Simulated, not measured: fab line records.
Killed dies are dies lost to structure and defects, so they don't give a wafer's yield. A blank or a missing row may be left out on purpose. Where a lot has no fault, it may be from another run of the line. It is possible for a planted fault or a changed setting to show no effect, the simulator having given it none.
Comparing a struck lot with a sound one    flow sky130    14 out of 708 route steps
Sound: the wafers L608.2, L608.5, L608.6. Wafers L617.2, L617.5, L617.6 were the ones struck. Last of all comes the cause.
For every step that has rows: the tool of each side, followed by ch and its chambers, followed by its first start. Under that, the readings that differ: sound wafers    struck wafers    difference of the means    sigmas: that difference in standard deviations of wafers without a fault.
alike: same words and numbers on both sides, and readings whose means sit less than 2 such deviations apart. not compared: any withheld reading, any reading some wafer has no value for, any bound like >300 that may hide the same value, and any number with overlapping values for which the record gives no deviation.
A row with sigmas, a row that says differs or no value, or rows on one side alone: a step with any of these is where the two part. Numbers that have no deviation but don't overlap get no sigmas and don't part them. A reading that every wafer of one side lacks parts them only if that side has two wafers or more.

first, 3 steps without rows for these wafers: SKY_LDD_P_EXPOSE_04 (exposes mask PSDM, target cd 380 nm); SKY_LDD_P_PEB_05; SKY_LDD_P_DEVELOP_06 (develop time 60 s).
SKY_LDD_P_CD_MEAS_07 targets a cd of 380 nm.
  sound on cd sem-01 at day 20 01:52; struck on cd sem-01 at day 24 00:40
  alike: cd nm
SKY_LDD_P_OVL_MEAS_08:
  sound on overlay-02 at day 20 01:58; struck on overlay-02 at day 24 00:46
  alike: LDD_P_OVL
next, for these wafers, 1 step has no rows: SKY_LDD_P_IMPLANT_09.
SKY_LDD_P_STRIP_10: strips in O2/N2.
  sound on plasma asher-01 ch 0,1, day 20 02:09; struck on plasma asher-03 ch 0,1, day 24 00:57
  alike: drypump motor current A, oes product au, strip time to endpoint s
  not compared: rf hours counter h
SKY_LDD_P_TW_MEAS_11:
  sound on film metro-02 at day 20 02:16; struck on film metro-02 at day 24 01:04
  alike: LDD_P_TW
then, 4 steps without rows for these wafers: SKY_LDD_HVN_DEHYDRATE_00 (time 60 s); SKY_LDD_HVN_HMDS_01 (prime time 60 s); SKY_LDD_HVN_COAT_02 (resist thk 300 nm); SKY_LDD_HVN_SOFTBAKE_03 (time 60 s).
SKY_LDD_HVN_EXPOSE_04: exposes mask HVNTM, target cd 700 nm.
  sound on iline stepper-01 ch 0, day 20 17:00; struck on iline stepper-02, day 24 16:11
  no value came back on the struck wafers for exposure dose mJ cm2, focus offset nm (nm), na; on the sound wafers exposure dose mJ cm2 reads 127.05 126.90 127.02
  alike: mask
next, for these wafers, 1 step has no rows: SKY_LDD_HVN_PEB_05.

== WHERE THEY PART ==
Only at SKY_LDD_HVN_EXPOSE_04, as far as this record shows.

WHY: the cause the simulator had injected
Whole step skipped at SKY_LDD_HVN_EXPOSE_04 on iline stepper-02, starting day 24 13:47. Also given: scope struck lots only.
